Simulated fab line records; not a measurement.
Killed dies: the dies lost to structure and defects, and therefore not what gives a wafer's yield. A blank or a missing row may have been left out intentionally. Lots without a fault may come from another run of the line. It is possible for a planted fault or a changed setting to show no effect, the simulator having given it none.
fab line records | flow gf180mcu
[record] lots = 9 | wafers = 27 | lastDay = 34
route steps=602 shown V4@492 MIM@505
lots that met no fault: from a run of the same line without faults
startH: hours from the record's first day to the start of the lot's first wafer shown | waitH: hours elapsed since this lot's preceding step | " repeats the value in the row above | L1.1+2: a single row standing in for several wafers | - no value, or no start given | * or withheld: withheld | < > ~ a bound
route shown NAME@n: NAME is a module with steps in the file, n the number in the route of the first one | usual: mean/standard deviation of fault-free wafers | same: alike in all rows | chamber/n: place in a boat | sites: the reading at each site | _std_site: the values' standard deviation | _edge_site: mean of outer sites minus mean of inner sites | radiusMm: for every site, how far away it sits from the centre of the wafer | mask NAME#n: copy n | behind: tool/chamber where the wafer was last shaped | hold: the reason the lot was held/the length of the hold in hours/how it ended | device: whichever transistor did not switch (one of n, p or np) | end of line: the tests these same wafers got at the end of their route | where a step has no rows: the recipe by itself | killed: the dies lost at the first sort to structure and to defects; this is not the yield of the wafer | map: per-die view of a wafer (x killed, . not killed, _ where there is no die)
set.NAME: the setting the step ran with; set.NAME@STEP: the setting that earlier step ran with | model.NAME: the simulator's own value behind a step, which no gauge read
steps of the route over a sample of lots; a table a step, a row a wafer
services: from which hour (startH, from the record's first day; less than 0 if before it) a tool's chamber was out of use, for how many hours, and why
[[steps]]
[step GF_V4_ETCH_16]
[recipe] chemistry = N2/H2 | targetDepthA = withheld | overetchA = withheld | timeS = withheld | target = BARC | ionEnergyEv = 200 | sourceW = 500 | biasW = 100 | pressureMtorr = 30 | n2FlowSccm = 100 | h2FlowSccm = 200
[usual] chamberPressureMTorr = 29.998/0.029 | drypumpMotorCurrentA = 5.7/0.45 | oesProductAu = 0.854/0.0043 | throttleValvePct = 13.223/0.009
lot.wafer | tool       | chamber | startH | waitH | chamberPressureMTorr | drypumpMotorCurrentA | oesProductAu | throttleValvePct
L687.1    | rieDiel-01 | 2       | 553.23 | 0.0   | 30.021               | 5.5                  | 0.858        | 13.223
L687.4    | "          | 1       | "      | "     | 29.986               | 5.8                  | 0.861        | 13.219
L687.6    | "          | 0       | "      | "     | 30.026               | 4.9                  | 0.855        | 13.226
L690.2    | rieDiel-01 | 3       | 583.13 | 0.0   | 30.011               | 5.9                  | 0.859        | 13.218
L690.4    | "          | 0       | "      | "     | 29.983               | 4.9                  | 0.849        | 13.226
L690.5    | "          | 3       | "      | "     | 30.009               | 5.9                  | 0.853        | 13.217
L693.1    | rieDiel-02 | 0       | 611.65 | 0.0   | 29.994               | 6.3                  | 0.855        | 13.226
L693.3    | "          | 2       | "      | "     | 29.993               | 6.1                  | 0.854        | 13.226
L693.6    | "          | 2       | "      | "     | 30.014               | 6.1                  | 0.850        | 13.236
L701.2    | rieDiel-02 | 0       | 668.38 | 0.0   | 29.981               | 6.3                  | 0.851        | 13.233
L701.3    | "          | 1       | "      | "     | 29.964               | 5.9                  | 0.859        | 13.229
L701.6    | "          | 3       | "      | "     | 29.968               | 5.3                  | 0.855        | 13.205
L703.1    | rieDiel-01 | 1       | 685.43 | 0.0   | 29.938               | 5.8                  | 0.859        | 13.236
L703.3    | "          | 2       | "      | "     | 30.016               | 5.5                  | 0.847        | 13.223
L703.4    | "          | 3       | "      | "     | 29.986               | 5.9                  | 0.853        | 13.216
L704.1    | rieDiel-03 | 3       | 696.45 | 0.0   | 30.041               | 6.3                  | 0.852        | 13.217
L704.2    | "          | 1       | "      | "     | 30.044               | 5.1                  | 0.856        | 13.216
L704.5    | "          | 0       | "      | "     | 29.973               | 5.9                  | 0.850        | 13.202
L706.1    | rieDiel-02 | 1       | 703.00 | 0.0   | 29.998               | 5.9                  | 0.858        | 13.229
L706.2    | "          | 3       | "      | "     | 30.005               | 5.3                  | 0.853        | 13.224
L706.6    | "          | 1       | "      | "     | 29.963               | 5.9                  | 0.849        | 13.210
L707.1    | rieDiel-01 | 3       | 706.80 | 0.0   | 30.012               | 5.9                  | 0.857        | 13.230
L707.3    | "          | 2       | "      | "     | 29.994               | 5.5                  | 0.856        | 13.227
L707.6    | "          | 3       | "      | "     | 29.947               | 5.9                  | 0.852        | 13.216
L710.2    | rieDiel-02 | 3       | 728.25 | 0.0   | 30.030               | 5.3                  | 0.850        | 13.227
L710.4    | "          | 2       | "      | "     | 29.985               | 6.1                  | 0.851        | 13.239
L710.6    | "          | 0       | "      | "     | 30.013               | 6.3                  | 0.859        | 13.215
[step GF_V4_ETCH_17]
[recipe] chemistry = C4F8/O2/Ar | maskMaterial = KrF | target = SiO2 | stopOn = TiN | sourceW = 1500 | biasW = 1200 | pressureMtorr = 40 | c4f8FlowSccm = withheld | O2_flow_sccm = 6 | Ar_flow_sccm = 300 | timeS = withheld | targetDepthA = 6300
[usual] chamberPressureMTorr = 40.01/0.039 | oesProductAu = 0.856/0.0045
lot.wafer | tool       | chamber | startH | waitH | chamberPressureMTorr | oesProductAu
L687.1    | rieDiel-01 | 2       | -      | -     | 40.03                | 0.859
L687.4    | "          | 1       | "      | "     | 40.00                | 0.850
L687.6    | "          | 0       | "      | "     | 40.01                | 0.853
L690.2    | rieDiel-01 | 3       | -      | -     | 39.98                | 0.859
L690.4    | "          | 0       | "      | "     | 40.01                | 0.853
L690.5    | "          | 3       | "      | "     | 39.95                | 0.861
L693.1    | rieDiel-02 | 0       | -      | -     | 40.05                | 0.853
L693.3    | "          | 2       | "      | "     | 39.97                | 0.856
L693.6    | "          | 2       | "      | "     | 40.03                | 0.850
L701.2    | rieDiel-02 | 0       | -      | -     | 40.04                | 0.866
L701.3    | "          | 1       | "      | "     | 40.07                | 0.868
L701.6    | "          | 3       | "      | "     | 39.98                | 0.857
L703.1    | rieDiel-01 | 1       | -      | -     | 40.06                | 0.857
L703.3    | "          | 2       | "      | "     | 39.98                | 0.861
L703.4    | "          | 3       | "      | "     | 40.00                | 0.850
L704.1    | rieDiel-03 | 3       | -      | -     | 39.94                | 0.859
L704.2    | "          | 1       | "      | "     | 40.00                | 0.851
L704.5    | "          | 0       | "      | "     | 39.96                | 0.846
L706.1    | rieDiel-02 | 1       | -      | -     | 40.01                | 0.862
L706.2    | "          | 3       | "      | "     | 40.00                | 0.864
L706.6    | "          | 1       | "      | "     | 39.96                | 0.864
L707.1    | rieDiel-01 | 3       | -      | -     | 40.00                | 0.861
L707.3    | "          | 2       | "      | "     | 40.01                | 0.855
L707.6    | "          | 3       | "      | "     | 39.93                | 0.856
L710.2    | rieDiel-02 | 3       | -      | -     | 40.01                | 0.855
L710.4    | "          | 2       | "      | "     | 40.12                | 0.856
L710.6    | "          | 0       | "      | "     | 40.04                | 0.857
[step GF_MIM_SPUTTER_02]
[recipe] material = AlCu | targetThkNm = 450 | powerW = 10600 | timeS = 23.9 | chamberPressurePa = 0.4
[usual] cathodeDcPowerW = 10600/1.8 | throttleValvePct = 30.3/0.85
lot.wafer | tool          | chamber | startH | waitH | cathodeDcPowerW | throttleValvePct
L687.1    | pvdSputter-04 | -       | 554.72 | 0.0   | 10602           | 31.2
L687.4    | "             | -       | "      | "     | 10599           | 31.2
L687.6    | "             | -       | "      | "     | 10600           | 31.0
L690.2    | pvdSputter-04 | -       | 584.61 | 0.0   | 10601           | 28.6
L690.4    | "             | -       | "      | "     | 10601           | 31.0
L690.5    | "             | -       | "      | "     | 10602           | 30.7
L693.1    | pvdSputter-04 | -       | 613.13 | 0.0   | 10599           | 31.3
L693.3    | "             | -       | "      | "     | 10600           | 30.9
L693.6    | "             | -       | "      | "     | 10602           | 31.0
L701.2    | pvdSputter-01 | -       | 669.95 | 0.0   | 10601           | 29.8
L701.3    | "             | -       | "      | "     | 10599           | 31.6
L701.6    | "             | -       | "      | "     | 10598           | 31.3
L703.1    | pvdSputter-03 | -       | 686.93 | 0.0   | 10603           | 30.2
L703.3    | "             | -       | "      | "     | 10600           | 29.2
L703.4    | "             | -       | "      | "     | 10602           | 31.0
L704.1    | pvdSputter-01 | -       | 698.14 | 0.0   | 10602           | 29.3
L704.2    | "             | -       | "      | "     | 10600           | 29.6
L704.5    | "             | -       | "      | "     | 10600           | 29.6
L706.1    | pvdSputter-03 | -       | 704.49 | 0.0   | 10602           | 30.2
L706.2    | "             | -       | "      | "     | 10601           | 29.6
L706.6    | "             | -       | "      | "     | 10601           | 30.0
L707.1    | pvdSputter-04 | -       | 708.51 | 0.0   | 10596           | 28.5
L707.3    | "             | -       | "      | "     | 10604           | 31.1
L707.6    | "             | -       | "      | "     | 10599           | 31.0
L710.2    | pvdSputter-04 | -       | 729.73 | 0.0   | 10601           | 28.4
L710.4    | "             | -       | "      | "     | 10600           | 31.2
L710.6    | "             | -       | "      | "     | 10599           | 30.7
[step GF_MIM_SPUTTER_08]
[recipe] material = AlCu | targetThkNm = 200 | powerW = 10600 | timeS = 10.86 | chamberPressurePa = 0.4
[usual] cathodeDcPowerW = 10600/2 | throttleValvePct = 30.2/0.82
lot.wafer | tool          | chamber | startH | waitH | cathodeDcPowerW | throttleValvePct
L687.1    | pvdSputter-03 | -       | 554.95 | 0.0   | 10599           | 29.3
L687.4    | "             | -       | "      | "     | 10599           | 30.4
L687.6    | "             | -       | "      | "     | 10601           | 30.8
L690.2    | pvdSputter-01 | -       | 584.84 | 0.0   | 10604           | 30.8
L690.4    | "             | -       | "      | "     | 10603           | 29.8
L690.5    | "             | -       | "      | "     | 10597           | 28.9
L693.1    | pvdSputter-03 | -       | 613.36 | 0.0   | 10598           | 30.2
L693.3    | "             | -       | "      | "     | 10600           | 29.9
L693.6    | "             | -       | "      | "     | 10598           | 31.1
L701.2    | pvdSputter-04 | -       | 670.17 | 0.0   | 10604           | 31.1
L701.3    | "             | -       | "      | "     | 10605           | 30.8
L701.6    | "             | -       | "      | "     | 10599           | 31.0
L703.1    | pvdSputter-01 | -       | 687.16 | 0.0   | 9959.3          | 29.1
L703.3    | "             | -       | "      | "     | 9962.1          | 29.6
L703.4    | "             | -       | "      | "     | 9963.1          | 30.9
L704.1    | pvdSputter-03 | -       | 698.37 | 0.0   | 10596           | 29.6
L704.2    | "             | -       | "      | "     | 10598           | 30.1
L704.5    | "             | -       | "      | "     | 10600           | 30.1
L706.1    | pvdSputter-01 | -       | 704.72 | 0.0   | 9960.8          | 31.3
L706.2    | "             | -       | "      | "     | 9960.4          | 29.6
L706.6    | "             | -       | "      | "     | 9961.2          | 31.2
L707.1    | pvdSputter-03 | -       | 708.74 | 0.0   | 10598           | 30.0
L707.3    | "             | -       | "      | "     | 10603           | 29.6
L707.6    | "             | -       | "      | "     | 10601           | 30.3
L710.2    | pvdSputter-03 | -       | 729.96 | 0.0   | 10600           | 29.5
L710.4    | "             | -       | "      | "     | 10600           | 30.0
L710.6    | "             | -       | "      | "     | 10601           | 30.2
[step GF_MIM_RS_MEAS_10]
[recipe] thkMeasGauge = four-point-probe | reads = TiN_of_MIM_SPUTTER_09+AlCu_of_MIM_SPUTTER_08+TiN_of_MIM_SPUTTER_07
[usual] MIM_ALCU_RS = 0.1560/0.0018
lot.wafer | tool         | chamber | startH | waitH | hold                    | MIM_ALCU_RS[ohm/sq]
L687.1    | filmMetro-04 | -       | 555.00 | 0.0   | -                       | 0.1543
L687.4    | "            | -       | "      | "     | -                       | 0.1576
L687.6    | "            | -       | "      | "     | -                       | 0.1569
L690.2    | filmMetro-02 | -       | 584.92 | 0.0   | -                       | 0.1561
L690.4    | "            | -       | "      | "     | -                       | 0.1581
L690.5    | "            | -       | "      | "     | -                       | 0.1547
L693.1    | filmMetro-01 | -       | 613.42 | 0.0   | -                       | 0.1537
L693.3    | "            | -       | "      | "     | -                       | 0.1569
L693.6    | "            | -       | "      | "     | -                       | 0.1566
L701.2    | filmMetro-02 | -       | 670.25 | 0.0   | -                       | 0.1579
L701.3    | "            | -       | "      | "     | -                       | 0.1568
L701.6    | "            | -       | "      | "     | -                       | 0.1581
L703.1    | filmMetro-01 | -       | 687.21 | 0.0   | awaitDispo/0.2h/release | 0.1643
L703.3    | "            | -       | "      | "     | awaitDispo/0.2h/release | 0.1640
L703.4    | "            | -       | "      | "     | awaitDispo/0.2h/release | 0.1659
L703.1    | filmMetro-01 | -       | 687.55 | 0.3   | -                       | 0.1645
L703.3    | "            | -       | "      | "     | -                       | 0.1641
L703.4    | "            | -       | "      | "     | -                       | 0.1661
L704.1    | filmMetro-04 | -       | 698.43 | 0.0   | -                       | 0.1541
L704.2    | "            | -       | "      | "     | -                       | 0.1554
L704.5    | "            | -       | "      | "     | -                       | 0.1584
L706.1    | filmMetro-01 | -       | 704.77 | 0.0   | awaitDispo/0.2h/release | 0.1639
L706.2    | "            | -       | "      | "     | awaitDispo/0.2h/release | 0.1603
L706.6    | "            | -       | "      | "     | awaitDispo/0.2h/release | 0.1638
L706.1    | filmMetro-01 | -       | 705.06 | 0.3   | -                       | 0.1643
L706.2    | "            | -       | "      | "     | -                       | 0.1611
L706.6    | "            | -       | "      | "     | -                       | 0.1633
L707.1    | filmMetro-02 | -       | 708.79 | 0.0   | -                       | 0.1553
L707.3    | "            | -       | "      | "     | -                       | 0.1555
L707.6    | "            | -       | "      | "     | -                       | 0.1581
L710.2    | filmMetro-02 | -       | 730.03 | 0.0   | -                       | 0.1528
L710.4    | "            | -       | "      | "     | -                       | 0.1536
L710.6    | "            | -       | "      | "     | -                       | 0.1548
[step GF_MIM_THK_MEAS_11]
[recipe] thkMeasGauge = xrf | reads = AlCu_of_MIM_SPUTTER_08
[usual] MIM_ALCU_THK = 203.0/2.3
lot.wafer | tool         | chamber | startH | waitH | hold                    | MIM_ALCU_THK[nm]
L687.1    | filmMetro-04 | -       | 555.12 | 0.1   | -                       | 205.6
L687.4    | "            | -       | "      | "     | -                       | 200.5
L687.6    | "            | -       | "      | "     | -                       | 199.9
L690.2    | filmMetro-02 | -       | 585.03 | 0.1   | -                       | 203.5
L690.4    | "            | -       | "      | "     | -                       | 199.8
L690.5    | "            | -       | "      | "     | -                       | 205.2
L693.1    | filmMetro-01 | -       | 613.54 | 0.1   | -                       | 206.7
L693.3    | "            | -       | "      | "     | -                       | 202.4
L693.6    | "            | -       | "      | "     | -                       | 202.8
L701.2    | filmMetro-02 | -       | 670.36 | 0.1   | -                       | 202.2
L701.3    | "            | -       | "      | "     | -                       | 203.3
L701.6    | "            | -       | "      | "     | -                       | 200.9
L703.1    | filmMetro-01 | -       | 689.29 | 1.7   | awaitDispo/0.2h/release | 191.6
L703.3    | "            | -       | "      | "     | awaitDispo/0.2h/release | 192.8
L703.4    | "            | -       | "      | "     | awaitDispo/0.2h/release | 193.0
L703.1    | filmMetro-01 | -       | 689.51 | 0.2   | -                       | 194.0
L703.3    | "            | -       | "      | "     | -                       | 193.6
L703.4    | "            | -       | "      | "     | -                       | 192.8
L704.1    | filmMetro-04 | -       | 698.55 | 0.1   | -                       | 202.9
L704.2    | "            | -       | "      | "     | -                       | 203.7
L704.5    | "            | -       | "      | "     | -                       | 198.1
L706.1    | filmMetro-01 | -       | 706.69 | 1.6   | awaitDispo/0.2h/release | 192.9
L706.2    | "            | -       | "      | "     | awaitDispo/0.2h/release | 196.8
L706.6    | "            | -       | "      | "     | awaitDispo/0.2h/release | 193.9
L706.1    | filmMetro-01 | -       | 706.96 | 0.3   | -                       | 193.3
L706.2    | "            | -       | "      | "     | -                       | 196.9
L706.6    | "            | -       | "      | "     | -                       | 194.3
L707.1    | filmMetro-02 | -       | 708.91 | 0.1   | -                       | 203.5
L707.3    | "            | -       | "      | "     | -                       | 204.4
L707.6    | "            | -       | "      | "     | -                       | 200.6
L710.2    | filmMetro-02 | -       | 730.14 | 0.1   | -                       | 207.4
L710.4    | "            | -       | "      | "     | -                       | 207.3
L710.6    | "            | -       | "      | "     | -                       | 204.4
[step GF_MIM_METAL_ETCH_19]
[recipe] chemistry = Cl2/BCl3 | maskMaterial = NOVOLAK | stopOn = Si3N4 | targetDepthNm = 324.5 | pressureMtorr = 8 | icpW = 800 | biasW = 140 | Cl2_flow_sccm = 80 | bcl3FlowSccm = 40 | timeS = 54.1
[usual] chamberPressureMTorr = 8.001/0.0071 | drypumpMotorCurrentA = 5.5/0.36 | oesProductAu = 0.953/0.0063 | throttleValvePct = 28.271/0.01
lot.wafer | tool        | chamber | startH | waitH | chamberPressureMTorr | drypumpMotorCurrentA | oesProductAu | rfHoursCounterH | throttleValvePct
L687.1    | rieMetal-02 | 1       | 576.24 | 0.1   | 7.997                | 5.5                  | 0.961        | 2               | 28.260
L687.4    | "           | 1       | "      | "     | 8.005                | 5.5                  | 0.939        | -               | 28.266
L687.6    | "           | 1       | "      | "     | 8.002                | 5.5                  | 0.948        | -               | 28.266
L690.2    | rieMetal-02 | 1       | 605.50 | 0.1   | 8.000                | 5.5                  | 0.945        | -               | 28.283
L690.4    | "           | 1       | "      | "     | 7.999                | 5.5                  | 0.946        | -               | 28.254
L690.5    | "           | 1       | "      | "     | 8.008                | 5.5                  | 0.953        | -               | 28.258
L693.1    | rieMetal-02 | 1       | 633.39 | 0.1   | 8.008                | 5.5                  | 0.953        | 4               | 28.262
L693.3    | "           | 0       | "      | "     | 7.996                | 6.0                  | 0.954        | -               | 28.269
L693.6    | "           | 0       | "      | "     | 8.013                | 6.0                  | 0.955        | -               | 28.281
L701.2    | rieMetal-02 | 1       | 689.04 | 0.1   | 8.011                | 5.5                  | 0.945        | 6               | 28.272
L701.3    | "           | 1       | "      | "     | 7.987                | 5.5                  | 0.955        | -               | 28.268
L701.6    | "           | 0       | "      | "     | 8.005                | 6.1                  | 0.944        | -               | 28.283
L703.1    | rieMetal-02 | 0       | 705.22 | 0.1   | 8.008                | 6.1                  | 0.927        | 5               | 28.310
L703.3    | "           | 1       | "      | "     | 8.014                | 5.5                  | 0.945        | -               | 28.290
L703.4    | "           | 0       | "      | "     | 7.990                | 6.1                  | 0.936        | -               | 28.296
L704.1    | rieMetal-01 | 0       | 715.79 | 0.1   | 8.011                | 4.9                  | 0.958        | 12              | 28.271
L704.2    | "           | 1       | "      | "     | 7.998                | 5.6                  | 0.955        | 2               | 28.282
L704.5    | "           | 0       | "      | "     | 7.989                | 5.0                  | 0.950        | -               | 28.287
L706.1    | rieMetal-01 | 1       | 722.57 | 0.1   | 8.007                | 5.6                  | 0.932        | 2               | 28.277
L706.2    | "           | 0       | "      | "     | 8.006                | 5.0                  | 0.944        | 12              | 28.274
L706.6    | "           | 1       | "      | "     | 7.992                | 5.6                  | 0.935        | -               | 28.286
L707.1    | rieMetal-03 | 0       | 726.54 | 0.1   | 7.993                | 5.5                  | 0.963        | 12              | 28.259
L707.3    | "           | 0       | "      | "     | 7.999                | 5.5                  | 0.952        | -               | 28.275
L707.6    | "           | 0       | "      | "     | 7.998                | 5.5                  | 0.951        | -               | 28.275
L710.2    | rieMetal-02 | 1       | 746.94 | 0.1   | 8.000                | 5.5                  | 0.966        | 9               | 28.246
L710.4    | "           | 1       | "      | "     | 7.995                | 5.5                  | 0.954        | -               | 28.279
L710.6    | "           | 1       | "      | "     | 8.009                | 5.5                  | 0.958        | -               | 28.277
[[services]]
tool          | chamber | startH | hours | kind
rieDiel-01    | 2       | 533.42 | 4.3   | repair
rieDiel-01    | 3       | 551.10 | 6.7   | repair
rieMetal-01   | 0       | 553.31 | 1.3   | repair
rieDiel-03    | 3       | 561.84 | 1.8   | repair
rieDiel-02    | 2       | 563.84 | -     | clean
rieDiel-02    | 2       | 563.84 | 13.7  | scheduledDown
rieDiel-02    | 2       | 563.84 | 13.7  | ventCycle
rieMetal-02   | 1       | 576.41 | 13.0  | repair
rieDiel-02    | 2       | 584.24 | 8.5   | repair
rieDiel-01    | 1       | 598.69 | -     | clean
pvdSputter-04 | -       | 601.19 | 1.1   | repair
rieMetal-02   | 0       | 601.62 | 18.1  | repair
pvdSputter-03 | -       | 617.45 | 0.5   | repair
rieDiel-03    | 1       | 618.94 | 3.9   | repair
rieMetal-02   | -       | 627.45 | 0.6   | repair
rieDiel-01    | 3       | 640.46 | 5.0   | repair
rieDiel-01    | 3       | 649.36 | 2.7   | repair
rieMetal-03   | 0       | 650.67 | 6.4   | repair
rieDiel-03    | -       | 665.11 | 2.8   | pm
rieMetal-02   | -       | 666.07 | 2.8   | pm
rieDiel-02    | 3       | 706.43 | 9.6   | repair
pvdSputter-03 | -       | 715.53 | 5.8   | repair
rieMetal-03   | -       | 717.23 | 2.8   | pm
pvdSputter-04 | -       | 718.45 | 0.8   | repair
[[key]]
[firstSign] step = GF_MIM_SPUTTER_08 | reading = cathodeDcPowerW | direction = down | sigmas = 99+ | usual = 10600 | struck = 9961.1
[effect] step = GF_MIM_RS_MEAS_10 | reading = visit | direction = added
[effect] step = GF_MIM_THK_MEAS_11 | reading = visit | direction = added
[effect] step = GF_MIM_METAL_ETCH_19 | reading = oesProductAu | direction = down | sigmas = 2.5 | usual = 0.953 | struck = 0.937
metAt GF_MIM_SPUTTER_08
struckLots L703,L706
notActingAt GF_V4_ETCH_16,GF_V4_ETCH_17,GF_MIM_SPUTTER_02
onsetBetween 584.84 687.16
[fault] kind = processParameterDrift | tool = pvdSputter-01 | chamber = - | onsetH = 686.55 | steps = GF_MIM_SPUTTER_08 | channel = powerW | offset = -639.78 | shape = step | endH = 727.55 | actsIn = theseRecipesOnly | stated = 10600
